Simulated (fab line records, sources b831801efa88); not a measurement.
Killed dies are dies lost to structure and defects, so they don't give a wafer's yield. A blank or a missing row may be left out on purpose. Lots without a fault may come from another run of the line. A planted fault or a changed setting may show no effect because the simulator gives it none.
One fault seen from 2 desks | flow gf180mcu | each desk has only its own numbers; what lay behind them comes last

THE METROLOGY DESK
What the gauges read, lot by lot, whatever tool the lot ran on: means of the sampled wafers that have a number. A lot is out of limits, marked OUT, if its mean lies more than 4 standard deviations from the usual mean; the brackets give that distance.
Columns: A = HV_LDD_TW at GF_HV_LDD_TW_MEAS_11, usual 2420; B = HV_LDD_RS at GF_HV_LDD_RS_MEAS_53, usual 419.4 ohm/sq
lot  | first seen here | A               | B
L229 | day 10 00:59    | 2418            | 420.2
L231 | day 10 14:22    | 2381            | 419.8
L233 | day 11 07:44    | 2439            | 419.8
L234 | day 11 13:53    | 2443            | 420.4
L235 | day 11 18:42    | 2433            | 419.5
L236 | day 12 01:37    | 2388            | 419.6
L237 | day 12 11:34    | 2385            | 417.4
L238 | day 12 17:05    | 2441            | 417.6
L239 | day 13 05:10    | 2405            | 418.0
L241 | day 14 10:04    | 2398            | 419.6
L242 | day 14 19:34    | 2394            | 418.9
L250 | day 16 12:13    | 2479            | 402.2 (-19) OUT
L251 | day 17 03:55    | 2506 (+4.1) OUT | 401.9 (-19) OUT
This desk's finding: out of limits on L250, L251; first on L251, day 17 03:55 (HV_LDD_TW at GF_HV_LDD_TW_MEAS_11). In limits: L229, L231, L233, L234, L235, L236, L237, L238, L239, L241, L242.

THE TOOL OWNER'S DESK: implanter-02
The tool's own readings at GF_HV_LDD_IMPLANT_09: means of the sampled wafers that have a number, for each lot that ran on this tool. A lot is out of limits, marked OUT, if its mean lies more than 4 standard deviations from the usual mean; the brackets give that distance.
Columns: A = dose_ions_cm2 at GF_HV_LDD_IMPLANT_09, usual 1.0002e+14; B = faraday_current_uA at GF_HV_LDD_IMPLANT_09, usual 563
lot  | first seen here | A                            | B
L233 | day 11 07:29    | 1.0002e+14                   | 567
L237 | day 12 11:19    | 1.0012e+14                   | 560
L238 | day 12 16:52    | 1.0006e+14                   | 564
L241 | day 14 09:49    | 1.0003e+14                   | 563
L250 | day 16 11:59    | 1.0977e+14 (+99 or more) OUT | 628 (+5.4) OUT
L251 | day 17 03:41    | 1.0985e+14 (+99 or more) OUT | 624 (+5.1) OUT
This desk's finding: out of limits on L250, L251; first on L250, day 16 11:59 (dose_ions_cm2 at GF_HV_LDD_IMPLANT_09). In limits: L233, L237, L238, L241.

PUT TOGETHER
The tool owner's desk could have raised an alarm at day 16 11:59, on L250, L251.
The metrology desk could have raised an alarm at day 17 03:55, on L250, L251.
Of the lots named, all ran GF_HV_LDD_IMPLANT_09 on implanter-02.

WHAT THE SIMULATOR HAD PUT IN
Process parameter drift: implanter-02, from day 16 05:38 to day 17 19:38, at GF_HV_LDD_IMPLANT_09. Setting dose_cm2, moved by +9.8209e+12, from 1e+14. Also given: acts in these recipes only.
Lots struck among those shown: L250, L251.
Hours from the fault's start to each desk's first reading out of limits: the tool owner's desk, 6; the metrology desk, 22.
